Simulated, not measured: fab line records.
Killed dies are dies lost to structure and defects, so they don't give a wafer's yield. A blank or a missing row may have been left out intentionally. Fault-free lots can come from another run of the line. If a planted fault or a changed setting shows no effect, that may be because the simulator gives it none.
Which tool was responsible?    flow sky130    Sampling: 11 lots, 33 wafers, 2 of 708 route steps

## WHAT THE GAUGES READ, wafer by wafer
SKY_LDD_P_TW_MEAS_11.
lot   measured      on             LDD_P_TW
L321  day 18 11:35  film-metro-03  631 628 631
L322  day 19 04:03  film-metro-04  625 625 624
L324  day 21 11:32  film-metro-03  632 632 632
L325  day 21 11:57  film-metro-04  629 632 631
L331  day 22 14:05  film-metro-04  623 624 625
L332  day 23 01:30  film-metro-03  627 624 625
L333  day 23 07:09  film-metro-04  626 628 624
L334  day 23 12:55  film-metro-01  642 643 640
L335  day 24 01:56  film-metro-03  627 625 625
L337  day 25 06:02  film-metro-01  637 634 639
L343  day 26 22:51  film-metro-01  638 641 640

SKY_LI_CONTACT_RS_MEAS_22: a four-point-probe measurement.
lot   measured      on             LI_CONTACT_W_RS (ohm/sq)
L321  day 28 15:20  film-metro-02  0.2842 0.2882 0.2880
L322  day 29 06:07  film-metro-02  0.2855 0.2833 0.2818
L324  day 31 09:41  film-metro-01  0.2878 0.2856 0.2895
L325  day 31 10:50  film-metro-02  0.2845 0.2816 0.2842
L331  day 32 09:02  film-metro-03  0.2865 0.2863 0.2861
L332  day 32 18:56  film-metro-03  0.2871 0.2852 0.2870
L333  day 33 00:40  film-metro-03  0.2787 0.2832 0.2806
L334  day 33 03:39  film-metro-03  0.2865 0.2856 0.2865
L335  day 33 16:34  film-metro-01  0.2855 0.2797 0.2798
L337  day 34 18:23  film-metro-02  0.2847 0.2873 0.2853
L343  day 36 06:56  film-metro-01  0.2836 0.2832 0.2823

## EACH LOT AND THE TOOL THAT RAN IT (in order: tool; ch and the chambers of the sampled wafers; start)
No process step before these readings appears in the record.

## AS READ BY THE TOOLS THEMSELVES (means over the sampled wafers that have a number; for cases with no such wafer, the mark the record gives instead)
The record holds no such reading with a usual standard deviation.

## THE ANSWER, worked out from the rows above alone
Rule: the usual values come from the lots themselves. The widest of any qualifying gaps counts: lots, ordered by their means at a reading, are off when they make up no more than a third of the lots, leave a main group of 4 or more, and stand apart from it by 3 or more times the standard deviation of that group's means. A main group whose means are all the same, to the digits that the tables above print for the reading, isn't used. A lot without any number at a reading at which 4 lots or more have one is off too. The other lots that the step has rows for count as sound. The gauges are gone through in route order, then the tools' own readings, and for those a lot's mean is taken as printed above. The first step at which some lot is off is used, and at that step the reading that is off furthest; a lot without a number counts as furthest.
No lot is off on any of the readings shown, so nothing can be concluded from this.

## WHAT WAS PUT IN BY THE SIMULATOR
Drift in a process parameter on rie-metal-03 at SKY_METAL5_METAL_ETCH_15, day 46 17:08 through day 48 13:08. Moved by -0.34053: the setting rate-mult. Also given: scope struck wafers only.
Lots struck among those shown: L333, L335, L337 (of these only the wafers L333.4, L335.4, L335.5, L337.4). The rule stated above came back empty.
